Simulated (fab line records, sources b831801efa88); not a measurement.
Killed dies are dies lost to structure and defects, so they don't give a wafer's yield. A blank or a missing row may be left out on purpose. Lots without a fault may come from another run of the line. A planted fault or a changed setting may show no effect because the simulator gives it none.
fab line records | flow sfq_line
record lots=14 wafers=42 last_day=91
route steps=325 shown M3@122
lots that met no fault: from a run of the same line without faults
start_h: hours from the record's first day to the start of the lot's first wafer shown | wait_h: hours since the lot's step before | " the same as in the row above | L1.1+2: a row that stands for several wafers | - no value, or no start given | * or withheld: withheld | < > ~ a bound
route shown NAME@n: a module of which the file shows steps, and the number in the route of the first | usual: mean/standard deviation of fault-free wafers | same: alike in all rows | chamber/n: place in a boat | sites: the reading at each site | _std_site: their standard deviation | _edge_site: outer sites' mean less inner sites' | radius_mm: how far each site lies from the wafer's centre | mask NAME#n: copy n | behind: the tool/chamber that last shaped the wafer | hold: why the lot was held/for how many hours/how that ended | device: the transistor (n, p or np) that didn't switch | end of line: the same wafers' tests at the end of the route | a step without rows: its recipe alone | killed: dies lost to structure and defects at the first sort, not the wafer's yield | map: a wafer's dies, x killed, . not, _ none there
set.NAME: the setting as run; set.NAME@STEP: as run at that earlier step | model.NAME: the simulator's own value behind a step, which no gauge read
steps of the route over a sample of lots; a table a step, a row a wafer
services: from which hour (start_h, from the record's first day; less than 0 if before it) a tool's chamber was out of use, for how many hours, and why
## steps
# step SFQ_TRILAYER_M3_LITHO_COAT_080
# recipe resist=BARC spin_rpm=3000 resist_thk_nm=62
# columns lot.wafer tool chamber start_h wait_h
L625.2+4+5 litho_track-03 0 914.87 0.1
L626.3+5+6 litho_track-04 0 925.74 0.1
L627.1+4+6 litho_track-03 0 928.02 0.1
L628.4+5+6 litho_track-02 0 930.59 0.2
L629.1+4+6 litho_track-03 0 931.62 0.1
L630.3+4+6 litho_track-03 0 932.92 0.1
L632.3+4+6 litho_track-03 0 942.56 0.1
L633.1+2+6 litho_track-04 0 946.02 0.1
L634.2+3+5 litho_track-03 0 950.89 0.1
L635.1+2+4 litho_track-03 0 988.01 0.1
L638.1+3+4 litho_track-04 0 1010.81 0.1
L642.1+4+6 litho_track-04 0 1046.81 0.1
L643.1+2+4 litho_track-04 0 1048.01 0.1
L648.2+3+5 litho_track-02 0 1105.51 0.1
# step SFQ_TRILAYER_M3_BARC_OPEN_METAL_ETCH_100
# recipe mask_material=PR chemistry=O2 target_depth_nm=125 target=BARC icp_w=600 bias_w=80 pressure_mtorr=10 time_s=41.7
# usual bias_w=79.98/0.22 drypump_motor_current_A=6.0/0.49 oes_product_au=0.685/0.0045 rf_fwd_power_W=594.2/2.4
# same time_s=41.7
# columns lot.wafer tool chamber start_h wait_h bias_w drypump_motor_current_A oes_product_au rf_fwd_power_W rf_hours_counter_h
L625.2 rie_metal-04 0 917.11 0.0 79.68 6.2 0.687 591.7 128
L625.4 " 1 " " 80.13 6.2 0.686 595.1 -
L625.5 " 0 " " 79.96 6.2 0.688 589.0 -
L626.3 rie_metal-02 1 927.95 0.0 79.98 5.1 0.682 601.3 -
L626.5 " 1 " " 79.92 5.1 0.690 595.5 -
L626.6 " 0 " " 79.81 6.3 0.692 593.9 -
L627.1 rie_metal-01 0 931.53 0.0 79.57 5.5 0.679 593.5 64
L627.4 " 1 " " 79.76 6.6 0.686 592.7 -
L627.6 " 1 " " 79.50 6.6 0.683 595.8 -
L628.4 rie_metal-01 1 933.95 0.0 79.66 6.6 0.693 597.7 -
L628.5 " 1 " " 79.42 6.6 0.685 595.2 -
L628.6 " 0 " " 79.74 5.5 0.686 598.0 -
L629.1 rie_metal-01 1 936.33 0.0 79.95 6.6 0.680 596.0 111
L629.4 " 0 " " 79.82 5.5 0.690 593.1 -
L629.6 " 0 " " 79.98 5.5 0.688 592.2 -
L630.3 rie_metal-02 1 937.55 0.0 79.75 5.1 0.690 596.8 -
L630.4 " 0 " " 79.87 6.3 0.688 595.0 -
L630.6 " 1 " " 79.96 5.1 0.683 596.2 -
L632.3 rie_metal-04 1 944.76 0.0 79.79 6.2 0.687 596.9 -
L632.4 " 0 " " 79.96 6.2 0.698 591.1 -
L632.6 " 1 " " 79.79 6.2 0.684 596.1 -
L633.1 rie_metal-02 0 950.32 0.0 79.83 6.3 0.687 594.0 21
L633.2 " 1 " " 79.79 5.1 0.686 593.3 101
L633.6 " 0 " " 80.11 6.3 0.691 593.5 -
L634.2 rie_metal-02 0 983.47 0.0 80.15 6.3 0.683 601.8 27
L634.3 " 0 " " 80.23 6.3 0.687 595.9 -
L634.5 " 0 " " 80.02 6.3 0.686 596.2 -
L635.1 rie_metal-04 1 990.30 0.0 80.34 6.2 0.687 596.7 85
L635.2 " 0 " " 80.22 6.2 0.684 594.4 3
L635.4 " 1 " " 80.12 6.2 0.681 593.5 -
L638.1 rie_metal-04 1 1013.10 0.0 80.22 6.2 0.687 596.1 88
L638.3 " 0 " " 80.21 6.2 0.685 589.8 -
L638.4 " 1 " " 79.75 6.2 0.693 593.6 -
L642.1 rie_metal-04 1 1049.10 0.0 79.49 6.2 0.661 595.8 93
L642.4 " 1 " " 79.89 6.2 0.658 597.4 -
L642.6 " 0 " " 80.51 6.2 0.655 591.3 -
L643.1 rie_metal-02 1 1050.30 0.0 80.03 5.1 0.651 594.0 117
L643.2 " 0 " " 79.91 6.3 0.660 598.4 37
L643.4 " 0 " " 80.38 6.3 0.654 597.0 -
L648.2 rie_metal-04 1 1112.62 0.0 80.17 6.2 0.684 592.8 102
L648.3 " 1 " " 79.66 6.2 0.684 590.2 -
L648.5 " 0 " " 80.04 6.2 0.690 592.2 -
## services
# columns tool chamber start_h hours kind
rie_metal-04 - 922.10 1.0 repair
rie_metal-04 0 958.79 - clean
rie_metal-04 0 958.79 16.4 scheduled_down
rie_metal-04 0 958.79 16.4 vent_cycle
rie_metal-04 - 1019.55 0.8 repair
rie_metal-04 1 1024.05 4.6 repair
rie_metal-01 1 1032.16 - clean
rie_metal-01 1 1032.16 10.7 scheduled_down
rie_metal-01 1 1032.16 10.7 vent_cycle
rie_metal-02 1 1105.74 16.0 repair
rie_metal-02 0 1106.22 29.3 repair
## key
first_sign step=SFQ_TRILAYER_M3_BARC_OPEN_METAL_ETCH_100 reading=oes_product_au direction=down sigmas=6.4 usual=0.685 struck=0.657
effect none on later readings
met_at SFQ_TRILAYER_M3_LITHO_COAT_080
struck_lots L642,L643
onset_between 1010.81 1046.81
fault kind=process_parameter_drift tool=litho_track-04 chamber=- onset_h=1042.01 steps=SFQ_TRILAYER_M3_LITHO_COAT_080 channel=resist_thk_nm offset=-5.9822 shape=step end_h=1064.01 acts_in=these_recipes_only stated=62
